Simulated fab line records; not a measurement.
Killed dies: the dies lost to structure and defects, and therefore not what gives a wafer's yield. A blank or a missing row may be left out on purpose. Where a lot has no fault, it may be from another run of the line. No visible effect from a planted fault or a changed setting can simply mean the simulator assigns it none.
Which tool was responsible? | flow gf180mcu | route of 602 steps, sampled at 1 step: 12 lots, 36 wafers

## WHAT THE GAUGES SHOWED, per wafer
GF_STI_BOW_MEAS_00.
lot  | measured    | on            | INCOMING_BOW (um)
L075 | day 1 15:00 | film-metro-01 | 6 2 3
L077 | day 2 01:01 | film-metro-02 | 4 -4 6
L079 | day 2 11:02 | film-metro-02 | 7 -6 -3
L081 | day 2 21:01 | film-metro-02 | -4 8 -2
L083 | day 3 07:00 | film-metro-02 | 0 3 -1
L085 | day 3 17:01 | film-metro-03 | -10 -2 5
L087 | day 4 03:01 | film-metro-02 | -2 3 -3
L089 | day 4 13:02 | film-metro-03 | 3 1 8
L091 | day 4 23:00 | film-metro-02 | -4 -15 17
L093 | day 5 09:01 | film-metro-02 | 8 -1 -2
L095 | day 5 19:00 | film-metro-03 | 3 3 -5
L097 | day 6 05:02 | film-metro-03 | -2 -13 -7

## WHAT TOOL EACH LOT RAN ON (gives the tool, then ch and the chambers of the sampled wafers, and finally the start)
The record holds no process step before these readings.

## THE ANSWER, worked out from the rows above alone
Rule: usual is defined by the lots themselves. The widest of any qualifying gaps counts: lots, ordered by their means at a reading, are off when they make up no more than a third of the lots, leave a main group of 4 or more, and stand apart from it by 3 or more times the standard deviation of that group's means. Not used: any main group whose means are identical at the precision the tables above print for the reading. Also off: a lot with no number at a reading for which 4 or more lots have one. Where the step has rows for the other lots, those lots are counted as sound.
Across all readings shown, no lot is off: no conclusion can be drawn from this.

## WHAT WAS PUT IN BY THE SIMULATOR
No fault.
